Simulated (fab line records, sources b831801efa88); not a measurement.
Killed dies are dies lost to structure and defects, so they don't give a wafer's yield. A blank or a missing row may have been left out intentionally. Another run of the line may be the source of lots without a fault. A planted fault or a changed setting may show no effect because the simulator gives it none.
Split-lot trial || flow gf180mcu || 23 wafers read from 5 lots, route of 602 steps

== ON THE SPLIT ==
At GF_TOP_METAL_SPUTTER_00 (material Ti, target thk 37.5 nm, time 150 s), the setting chamber-pressure-pa was moved away from the recipe's 2 Pa on 20 of the 23 wafers read, by -12.6% to +14.1%. This setting was run at the recipe's value on the other wafers.

The split's own step is where the reading is taken.

== THE READING ==
Ti_of_TOP_METAL_SPUTTER_00.thk-nm (the simulator's own value, which no gauge read), in nm, at GF_TOP_METAL_SPUTTER_00 (material Ti, target thk 37.5 nm, time 150 s). The file gives no usual value for it. The 3 wafers here that ran the recipe average 38.27 nm, standard deviation 0.085 nm.

{"wafer": "L077.1", "tool, chamber at the split": "pvd-sputter-04, -", "chamber-pressure-pa as run, Pa": 2.077, "against the recipe": "+3.8%", "Ti_of_TOP_METAL_SPUTTER_00.thk-nm, nm": 36.57, "against lot-mates on the recipe": "no lot-mate on the recipe"}
{"wafer": "L077.2", "tool, chamber at the split": "pvd-sputter-04, -", "chamber-pressure-pa as run, Pa": 2.077, "against the recipe": "+3.8%", "Ti_of_TOP_METAL_SPUTTER_00.thk-nm, nm": 36.42, "against lot-mates on the recipe": "no lot-mate on the recipe"}
{"wafer": "L077.4", "tool, chamber at the split": "pvd-sputter-04, -", "chamber-pressure-pa as run, Pa": 2.077, "against the recipe": "+3.8%", "Ti_of_TOP_METAL_SPUTTER_00.thk-nm, nm": 36.17, "against lot-mates on the recipe": "no lot-mate on the recipe"}
{"wafer": "L077.5", "tool, chamber at the split": "pvd-sputter-04, -", "chamber-pressure-pa as run, Pa": 2.077, "against the recipe": "+3.8%", "Ti_of_TOP_METAL_SPUTTER_00.thk-nm, nm": 36.69, "against lot-mates on the recipe": "no lot-mate on the recipe"}
{"wafer": "L077.6", "tool, chamber at the split": "pvd-sputter-04, -", "chamber-pressure-pa as run, Pa": 2.077, "against the recipe": "+3.8%", "Ti_of_TOP_METAL_SPUTTER_00.thk-nm, nm": 36.06, "against lot-mates on the recipe": "no lot-mate on the recipe"}
{"wafer": "L079.1", "tool, chamber at the split": "pvd-sputter-04, -", "chamber-pressure-pa as run, Pa": 1.884, "against the recipe": "-5.8%", "Ti_of_TOP_METAL_SPUTTER_00.thk-nm, nm": 37.54, "against lot-mates on the recipe": "no lot-mate on the recipe"}
{"wafer": "L079.2", "tool, chamber at the split": "pvd-sputter-04, -", "chamber-pressure-pa as run, Pa": 1.884, "against the recipe": "-5.8%", "Ti_of_TOP_METAL_SPUTTER_00.thk-nm, nm": 37.88, "against lot-mates on the recipe": "no lot-mate on the recipe"}
{"wafer": "L079.3", "tool, chamber at the split": "pvd-sputter-04, -", "chamber-pressure-pa as run, Pa": 1.884, "against the recipe": "-5.8%", "Ti_of_TOP_METAL_SPUTTER_00.thk-nm, nm": 37.77, "against lot-mates on the recipe": "no lot-mate on the recipe"}
{"wafer": "L079.4", "tool, chamber at the split": "pvd-sputter-04, -", "chamber-pressure-pa as run, Pa": 1.884, "against the recipe": "-5.8%", "Ti_of_TOP_METAL_SPUTTER_00.thk-nm, nm": 38.7, "against lot-mates on the recipe": "no lot-mate on the recipe"}
{"wafer": "L079.5", "tool, chamber at the split": "pvd-sputter-04, -", "chamber-pressure-pa as run, Pa": 1.884, "against the recipe": "-5.8%", "Ti_of_TOP_METAL_SPUTTER_00.thk-nm, nm": 38.32, "against lot-mates on the recipe": "no lot-mate on the recipe"}
{"wafer": "L080.2", "tool, chamber at the split": "pvd-sputter-04, -", "chamber-pressure-pa as run, Pa": 1.748, "against the recipe": "-12.6%", "Ti_of_TOP_METAL_SPUTTER_00.thk-nm, nm": 39.8, "against lot-mates on the recipe": "no lot-mate on the recipe"}
{"wafer": "L080.3", "tool, chamber at the split": "pvd-sputter-04, -", "chamber-pressure-pa as run, Pa": 1.748, "against the recipe": "-12.6%", "Ti_of_TOP_METAL_SPUTTER_00.thk-nm, nm": 40.08, "against lot-mates on the recipe": "no lot-mate on the recipe"}
{"wafer": "L080.4", "tool, chamber at the split": "pvd-sputter-04, -", "chamber-pressure-pa as run, Pa": 1.748, "against the recipe": "-12.6%", "Ti_of_TOP_METAL_SPUTTER_00.thk-nm, nm": 40.7, "against lot-mates on the recipe": "no lot-mate on the recipe"}
{"wafer": "L080.5", "tool, chamber at the split": "pvd-sputter-04, -", "chamber-pressure-pa as run, Pa": 1.748, "against the recipe": "-12.6%", "Ti_of_TOP_METAL_SPUTTER_00.thk-nm, nm": 40.6, "against lot-mates on the recipe": "no lot-mate on the recipe"}
{"wafer": "L080.6", "tool, chamber at the split": "pvd-sputter-04, -", "chamber-pressure-pa as run, Pa": 1.748, "against the recipe": "-12.6%", "Ti_of_TOP_METAL_SPUTTER_00.thk-nm, nm": 40.35, "against lot-mates on the recipe": "no lot-mate on the recipe"}
{"wafer": "L081.1", "tool, chamber at the split": "pvd-sputter-03, -", "chamber-pressure-pa as run, Pa": 2.281, "against the recipe": "+14.1%", "Ti_of_TOP_METAL_SPUTTER_00.thk-nm, nm": 35.83, "against lot-mates on the recipe": "no lot-mate on the recipe"}
{"wafer": "L081.2", "tool, chamber at the split": "pvd-sputter-03, -", "chamber-pressure-pa as run, Pa": 2.281, "against the recipe": "+14.1%", "Ti_of_TOP_METAL_SPUTTER_00.thk-nm, nm": 35.39, "against lot-mates on the recipe": "no lot-mate on the recipe"}
{"wafer": "L081.3", "tool, chamber at the split": "pvd-sputter-03, -", "chamber-pressure-pa as run, Pa": 2.281, "against the recipe": "+14.1%", "Ti_of_TOP_METAL_SPUTTER_00.thk-nm, nm": 35.25, "against lot-mates on the recipe": "no lot-mate on the recipe"}
{"wafer": "L081.4", "tool, chamber at the split": "pvd-sputter-03, -", "chamber-pressure-pa as run, Pa": 2.281, "against the recipe": "+14.1%", "Ti_of_TOP_METAL_SPUTTER_00.thk-nm, nm": 35.81, "against lot-mates on the recipe": "no lot-mate on the recipe"}
{"wafer": "L081.5", "tool, chamber at the split": "pvd-sputter-03, -", "chamber-pressure-pa as run, Pa": 2.281, "against the recipe": "+14.1%", "Ti_of_TOP_METAL_SPUTTER_00.thk-nm, nm": 35.34, "against lot-mates on the recipe": "no lot-mate on the recipe"}
{"wafer": "L082.2", "tool, chamber at the split": "pvd-sputter-02, -", "chamber-pressure-pa as run, Pa": 2, "against the recipe": "recipe", "Ti_of_TOP_METAL_SPUTTER_00.thk-nm, nm": 38.34, "against lot-mates on the recipe": "-"}
{"wafer": "L082.5", "tool, chamber at the split": "pvd-sputter-02, -", "chamber-pressure-pa as run, Pa": 2, "against the recipe": "recipe", "Ti_of_TOP_METAL_SPUTTER_00.thk-nm, nm": 38.32, "against lot-mates on the recipe": "-"}
{"wafer": "L082.6", "tool, chamber at the split": "pvd-sputter-02, -", "chamber-pressure-pa as run, Pa": 2, "against the recipe": "recipe", "Ti_of_TOP_METAL_SPUTTER_00.thk-nm, nm": 38.15, "against lot-mates on the recipe": "-"}

THE FIT
A straight line over all 23 wafers: Ti_of_TOP_METAL_SPUTTER_00.thk-nm changes by -0.174 nm for each +1% of chamber-pressure-pa; r = -0.94; the points scatter about the line by 0.63 nm.
Too few moved wafers with a lot-mate on the recipe to fit a line net of each lot's own level.

== THE FILE'S OWN FIT ==
Ti_of_TOP_METAL_SPUTTER_00.thk-nm changes by -0.174 nm for each +1% of chamber-pressure-pa, r = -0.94.
